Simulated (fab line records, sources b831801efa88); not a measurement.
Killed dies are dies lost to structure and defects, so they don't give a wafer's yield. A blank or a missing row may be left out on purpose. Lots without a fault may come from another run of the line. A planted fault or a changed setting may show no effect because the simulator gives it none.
Which tool did it? | flow gf180mcu | 10 lots, 30 wafers sampled, at 6 steps of a route of 602

WHAT THE GAUGES READ, wafer by wafer
GF_M3_RS_MEAS_05: measures by four-point-probe.
lot  | measured     | on            | M3_ALCU_RS (ohm/sq)
L301 | day 20 22:59 | film_metro-02 | 0.0697 0.0701 0.0708
L304 | day 22 04:12 | film_metro-04 | 0.0705 0.0699 0.0707
L305 | day 22 18:40 | film_metro-02 | 0.0693 0.0699 0.0696
L307 | day 23 08:37 | film_metro-02 | 0.0700 0.0698 0.0701
L309 | day 24 02:42 | film_metro-04 | 0.0696 0.0693 0.0698
L311 | day 24 21:08 | film_metro-04 | 0.0693 0.0696 0.0693
L312 | day 25 10:25 | film_metro-02 | 0.0696 0.0580 0.0582
L317 | day 26 21:29 | film_metro-02 | 0.0705 0.0704 0.0701
L320 | day 27 12:50 | film_metro-02 | 0.0686 0.0681 0.0689
L322 | day 28 01:15 | film_metro-04 | 0.0683 0.0687 0.0688

GF_M3_THK_MEAS_06: measures by xrf.
lot  | measured     | on            | M3_ALCU_THK (nm)
L301 | day 20 23:07 | film_metro-02 | 446 444 439
L304 | day 22 04:19 | film_metro-04 | 440 445 442
L305 | day 22 18:46 | film_metro-02 | 449 446 449
L307 | day 23 08:44 | film_metro-02 | 445 446 443
L309 | day 24 02:48 | film_metro-04 | 449 451 446
L311 | day 24 21:16 | film_metro-04 | 449 446 449
L312 | day 25 10:32 | film_metro-02 | 451 535 536
L317 | day 26 21:35 | film_metro-02 | 445 444 446
L320 | day 27 12:56 | film_metro-02 | 452 453 449
L322 | day 28 01:22 | film_metro-04 | 457 449 450

WHICH TOOL RAN EACH LOT (tool, then ch and the chambers of the sampled wafers, then the start)
lot  | GF_V2_CMP_04                  | GF_V2_ETCH_16                      | GF_M3_SPUTTER_02             | GF_M3_SPUTTER_04
L301 | cmp-01 ch 0,1,3, day 19 20:02 | rie_diel-01 ch 0,1,3, day 20 21:24 | pvd_sputter-03, day 20 22:54 | pvd_sputter-03, day 20 22:57
L304 | cmp-01 ch 2,3, day 21 02:20   | rie_diel-03 ch 0,1,3, day 22 02:38 | pvd_sputter-02, day 22 04:07 | pvd_sputter-02, day 22 04:10
L305 | cmp-01 ch 0,2,3, day 21 18:02 | rie_diel-03 ch 1,2,3, day 22 17:03 | pvd_sputter-02, day 22 18:33 | pvd_sputter-02, day 22 18:36
L307 | cmp-02 ch 0,1,2, day 22 07:35 | rie_diel-01 ch 0,1,3, day 23 06:59 | pvd_sputter-02, day 23 08:32 | pvd_sputter-02, day 23 08:35
L309 | cmp-01 ch 0,1,2, day 23 02:09 | rie_diel-01 ch 0,1,2, day 24 01:05 | pvd_sputter-02, day 24 02:34 | pvd_sputter-02, day 24 02:37
L311 | cmp-01 ch 0,1,2, day 23 20:49 | rie_diel-04 ch 0,3, day 24 19:28   | pvd_sputter-02, day 24 21:03 | pvd_sputter-02, day 24 21:06
L312 | cmp-01 ch 1,2, day 24 10:05   | rie_diel-03 ch 0,3, day 25 08:43   | pvd_sputter-02, day 25 10:19 | pvd_sputter-02, day 25 10:22
L317 | cmp-02 ch 1,3, day 25 22:52   | rie_diel-03 ch 1,3, day 26 19:51   | pvd_sputter-03, day 26 21:22 | pvd_sputter-03, day 26 21:25
L320 | cmp-02 ch 0,1,2, day 26 14:37 | rie_diel-01 ch 1,2,3, day 27 11:13 | pvd_sputter-04, day 27 12:43 | pvd_sputter-04, day 27 12:46
L322 | cmp-02 ch 0,1,3, day 27 02:37 | rie_diel-04 ch 0,1,3, day 27 23:36 | pvd_sputter-04, day 28 01:10 | pvd_sputter-04, day 28 01:13
- GF_V2_CMP_04: polishes SiO2.
- GF_V2_ETCH_16: etches BARC in N2/H2.
- GF_M3_SPUTTER_02: material AlCu, target thk 450 nm, time 23.9 s.
- GF_M3_SPUTTER_04: material TiN, target thk 50 nm, time 41.7 s.

WHAT THE TOOLS THEMSELVES READ (means of the sampled wafers that have a number; where no wafer has one, the mark that the record gives instead)
GF_V2_CMP_04.
lot  | tool   | motor_current_A (A) | time_to_endpoint_s (s)
L301 | cmp-01 | 11.1                | 79
L304 | cmp-01 | 11.8                | 75
L305 | cmp-01 | 11.5                | 75
L307 | cmp-02 | 13.0                | 86
L309 | cmp-01 | 11.3                | 86
L311 | cmp-01 | 11.8                | 80
L312 | cmp-01 | 11.6                | 81
L317 | cmp-02 | 12.5                | 81
L320 | cmp-02 | 12.5                | 76
L322 | cmp-02 | 12.1                | 75

GF_V2_ETCH_16.
lot  | tool        | bias_w (W) | drypump_motor_current_A (A) | oes_product_au (a.u.) | throttle_valve_pct (%)
L301 | rie_diel-01 | 99.88      | 5.2                         | 0.852                 | 13.225
L304 | rie_diel-03 | 100.05     | 5.8                         | 0.850                 | 13.235
L305 | rie_diel-03 | 100.17     | 5.8                         | 0.855                 | 13.229
L307 | rie_diel-01 | 100.04     | 5.2                         | 0.857                 | 13.228
L309 | rie_diel-01 | 99.78      | 5.1                         | 0.851                 | 13.234
L311 | rie_diel-04 | 99.66      | 6.0                         | 0.854                 | 13.226
L312 | rie_diel-03 | 99.90      | 5.9                         | 0.850                 | 13.222
L317 | rie_diel-03 | 99.97      | 5.9                         | 0.851                 | 13.223
L320 | rie_diel-01 | 100.00     | 4.9                         | 0.852                 | 13.220
L322 | rie_diel-04 | 99.81      | 5.8                         | 0.861                 | 13.222

GF_M3_SPUTTER_02.
lot  | tool           | cathode_dc_power_W (W) | throttle_valve_pct (%)
L301 | pvd_sputter-03 | 10599                  | 30.6
L304 | pvd_sputter-02 | 10600                  | 30.1
L305 | pvd_sputter-02 | 10600                  | 30.3
L307 | pvd_sputter-02 | 10601                  | 31.6
L309 | pvd_sputter-02 | 10600                  | 30.5
L311 | pvd_sputter-02 | 10599                  | 30.1
L312 | pvd_sputter-02 | 12009                  | 31.1
L317 | pvd_sputter-03 | 10599                  | 30.5
L320 | pvd_sputter-04 | 10600                  | 29.9
L322 | pvd_sputter-04 | 10598                  | 29.6

GF_M3_SPUTTER_04.
lot  | tool           | cathode_dc_power_W (W) | throttle_valve_pct (%)
L301 | pvd_sputter-03 | 6499.7                 | 30.6
L304 | pvd_sputter-02 | 6499.5                 | 29.9
L305 | pvd_sputter-02 | 6499.9                 | 30.3
L307 | pvd_sputter-02 | 6500.0                 | 31.4
L309 | pvd_sputter-02 | 6500.3                 | 30.4
L311 | pvd_sputter-02 | 6499.8                 | 30.3
L312 | pvd_sputter-02 | 6499.0                 | 31.0
L317 | pvd_sputter-03 | 6501.4                 | 30.6
L320 | pvd_sputter-04 | 6499.3                 | 29.9
L322 | pvd_sputter-04 | 6499.1                 | 29.6

THE ANSWER, worked out from the rows above alone
Rule: what is usual is taken from the lots themselves. Put in order of their means at a reading, lots are off if they are a third of the lots or fewer, leave a main group of 4 or more, and stand apart from it by a gap of 3 or more times the standard deviation of the main group's means; of several such gaps the widest counts. A main group whose means are all the same, to the digits that the tables above print for the reading, isn't used. A lot without any number at a reading at which 4 lots or more have one is off too. The other lots that the step has rows for count as sound. The gauges are gone through in route order, then the tools' own readings, and for those a lot's mean is taken as printed above. The first step at which some lot is off is used, and at that step the reading that is off furthest; a lot without a number counts as furthest.
Off: L312, at GF_M3_RS_MEAS_05 (M3_ALCU_RS). The main group: mean 0.0696 ohm/sq, standard deviation 0.00065.
A tool fits if, at a process step before that reading, it ran every lot that is off, and no sound lot after the first of them. The gauges at GF_M3_RS_MEAS_05 aren't tried: what is off there is off at GF_M3_SPUTTER_02 too, on other tools, and a gauge's error can't cause that. Can't be told from this: 2 tools fit, cmp-01 at GF_V2_CMP_04, pvd_sputter-02 at GF_M3_SPUTTER_02 and GF_M3_SPUTTER_04.

WHAT THE SIMULATOR HAD PUT IN
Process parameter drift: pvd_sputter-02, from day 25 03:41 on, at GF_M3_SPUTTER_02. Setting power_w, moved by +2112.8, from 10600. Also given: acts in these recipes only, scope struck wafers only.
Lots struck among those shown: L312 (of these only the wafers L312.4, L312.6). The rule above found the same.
